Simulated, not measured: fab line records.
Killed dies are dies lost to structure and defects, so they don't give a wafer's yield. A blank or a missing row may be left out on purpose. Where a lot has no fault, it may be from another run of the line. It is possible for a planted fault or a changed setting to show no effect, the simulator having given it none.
One fault seen from 2 desks	flow sky130	each desk holds nothing but its own numbers, with what lay behind them at the end

== AT THE METROLOGY DESK ==
What the gauges read, lot by lot, whatever tool the lot ran on: means of the sampled wafers that have a number. A lot is out of limits, marked OUT, if its mean lies more than 4 standard deviations from the usual mean; the brackets give that distance.
Columns: A = cd-nm at SKY_LDD_P_CD_MEAS_07, usual 379.7 nm; B = POLY_CUT_OVL at SKY_POLY_CUT_OVL_MEAS_09, usual 0 nm; C = SD_P_TW at SKY_SD_P_TW_MEAS_11, usual 2808; D = SD_P_RS at SKY_SD_N_RS_MEAS_17, usual 147.1 ohm/sq
lot	first seen here	A	B	C	D
L942	day 20 12:25	378.6	-6	2776	146.8
L943	day 20 13:00	378.4	2	2822	147.5
L945	day 20 21:37	380.8	4	2767	147.3
L951	day 22 13:41	378.0	3	2735	147.2
L955	day 24 13:26	381.2	4	2948	143.6 (-9.0) OUT
L956	day 24 13:58	382.6	2	2963 (+4.3) OUT	143.3 (-9.8) OUT
L959	day 25 02:44	377.0	3	2768	147.0
L961	day 25 22:29	374.1	2	2762	146.9
L962	day 26 14:19	378.5	-4	2771	147.3
L965	day 27 17:37	381.8	3	2847	146.7
Per this desk, out of limits: L955, L956; the first was L956, day 30 16:06 (SD_P_TW at SKY_SD_P_TW_MEAS_11). L942, L943, L945, L951, L959, L961, L962, L965 stayed within limits.

== DESK OF THE TOOL OWNER: implanter-04 ==
The tool's own readings at SKY_SD_P_IMPLANT_09, given as means over the sampled wafers that have a number, one for each lot that went through this tool. A lot is out of limits, marked OUT, if its mean lies more than 4 standard deviations from the usual mean; the brackets give that distance.
Columns: A = beam-on-s at SKY_SD_P_IMPLANT_09, usual 15.0 s; B = dose-ions-cm2 at SKY_SD_P_IMPLANT_09, usual 2.9997e+15
lot	first seen here	A	B
L945	day 27 06:58	16.6	2.9993e+15
L951	day 28 19:22	16.5	2.9990e+15
L955	day 30 14:49	21.3 (+6.3) OUT	3.8339e+15 (+99 or more) OUT
L956	day 30 15:52	21.1 (+6.1) OUT	3.8407e+15 (+99 or more) OUT
This desk's verdict: out of limits on L955, L956, starting with L955 at day 30 14:49 (beam-on-s at SKY_SD_P_IMPLANT_09). L945, L951 stayed within limits.

== PUT TOGETHER ==
The tool owner's desk could have raised an alarm at day 30 14:49, on L955, L956.
The metrology desk could have raised an alarm at day 30 16:06, on L955, L956.
SKY_SD_P_IMPLANT_09 was run on implanter-04 by each of the lots named.

== WHAT THE SIMULATOR HAD PUT IN ==
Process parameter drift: implanter-04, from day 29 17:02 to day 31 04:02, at SKY_SD_P_IMPLANT_09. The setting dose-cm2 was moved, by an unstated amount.
Shown lots that were struck: L955, L956.
Delay (hours) between the fault's onset and each desk's first out-of-limits reading: 22 at the tool owner's desk, 23 at the metrology desk.
